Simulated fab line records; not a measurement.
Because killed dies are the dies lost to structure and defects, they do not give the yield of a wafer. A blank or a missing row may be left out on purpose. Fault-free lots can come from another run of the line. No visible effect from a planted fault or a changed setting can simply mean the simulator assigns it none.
A lot that was struck, set against a sound lot :: flow sky130 :: 15 out of 708 route steps
Sound: wafers L330.4, L330.5, L330.6. Wafers L323.1, L323.4, L323.5 were the ones struck. The cause is named last.
For every step that has rows: the tool of each side, followed by ch and its chambers, followed by its first start. Under that, the readings that differ: sound wafers :: struck wafers :: difference of the means :: sigmas: that difference in standard deviations of wafers without a fault.
alike: words and numbers the same on both sides, and readings whose means are apart by under 2 such deviations; not compared: readings that were withheld, readings missing a value for some wafer, numbers with overlapping values and no deviation given by the record, and bounds like >300 which may hide the same value.
Wherever a step has rows on one side only, a row that says differs or no value, or a row with sigmas, the two part there. Non-overlapping numbers with no deviation appear without sigmas and do not part them. A reading that every wafer of one side lacks parts them only if that side has two wafers or more.

SKY_VIA2_CMP_02: polishes SiO2.
  sound on cmp-02 ch 1,2, day 41 13:47; struck on cmp-01 ch 0,1,2, day 38 22:07
  alike: motor_current_A, retaining_ring_pressure_frac
SKY_VIA2_BOW_MEAS_03:
  sound on film_metro-03, day 41 14:05; struck on film_metro-03, day 38 22:26
  alike: VIA2_BOW
then, 8 steps without rows for these wafers: SKY_VIA2_DEHYDRATE_04 (time 60 s); SKY_VIA2_HMDS_05 (prime time 60 s); SKY_VIA2_COAT_06 (resist thk 60 nm); SKY_VIA2_COAT_07 (resist thk 450 nm); SKY_VIA2_SOFTBAKE_08 (time 90 s); SKY_VIA2_EXPOSE_09 (exposes mask VIM2, target cd 200 nm); SKY_VIA2_PEB_10; SKY_VIA2_DEVELOP_11 (develop time 60 s).
SKY_VIA2_CD_MEAS_12 targets a cd of 200 nm.
  sound on cd_sem-01, day 42 14:05; struck on cd_sem-01, day 39 23:52
  alike: cd_nm
SKY_VIA2_OVL_MEAS_13:
  sound on overlay-02, day 42 14:10; struck on overlay-02, day 39 23:59
  alike: VIA2_OVL
SKY_VIA2_ETCH_14: etches BARC in N2/H2, stops on SiO2, time 45.9 s, target depth 60 nm.
  sound on rie_diel-03 ch 2,3, day 42 14:11; struck on rie_diel-02 ch 1,3, day 40 00:02
reading: bias_w (W)
sound: 99.9 100.2 99.6
struck: 103.7 103.6 104.0
difference: +3.9
sigmas: +12
  alike: drypump_motor_current_A, oes_product_au, throttle_valve_pct
  not compared: rf_hours_counter_h
SKY_VIA2_ETCH_15: etches SiO2 in C4F8/O2/Ar, stops on TiN, target depth 546 nm, time 84 s.
  sound on rie_diel-03 ch 2,3, day 42 14:13; struck on rie_diel-02 ch 1,3, day 40 00:04
  alike: bias_w, oes_product_au
  not compared: rf_hours_counter_h
-- the record jumps here: 9 days lie between the struck wafers' starts before and after (it left off in module VIA2 and takes up again in module PAD_OPEN, whose first step shown is number 708 of the route) --
SKY_PAD_OPEN_PROBE_99:
  sound on prober-02, day 50 22:13; struck on prober-01, day 48 22:39
  alike: defect_limited_yield, killed_at_M0_to_M3, killed_at_M4_up, killed_at_contacts, killed_at_front_end, killed_at_other, killed_dies, killed_open, killed_short, sort_bin_3_pad_short, sort_bin_5_function, sort_bin_6_memory, sort_n_pass, sort_yield_pct

## WHERE THEY PART
At SKY_VIA2_ETCH_14 and nowhere else, as far as this record goes. Later steps at which nothing parts them and some readings are alike: SKY_VIA2_ETCH_15, SKY_PAD_OPEN_PROBE_99.

WHY: the cause the simulator had injected
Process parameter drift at SKY_VIA2_ETCH_14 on rie_diel-02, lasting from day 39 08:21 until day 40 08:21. From 100, the setting bias_w moved by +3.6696. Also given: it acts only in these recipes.
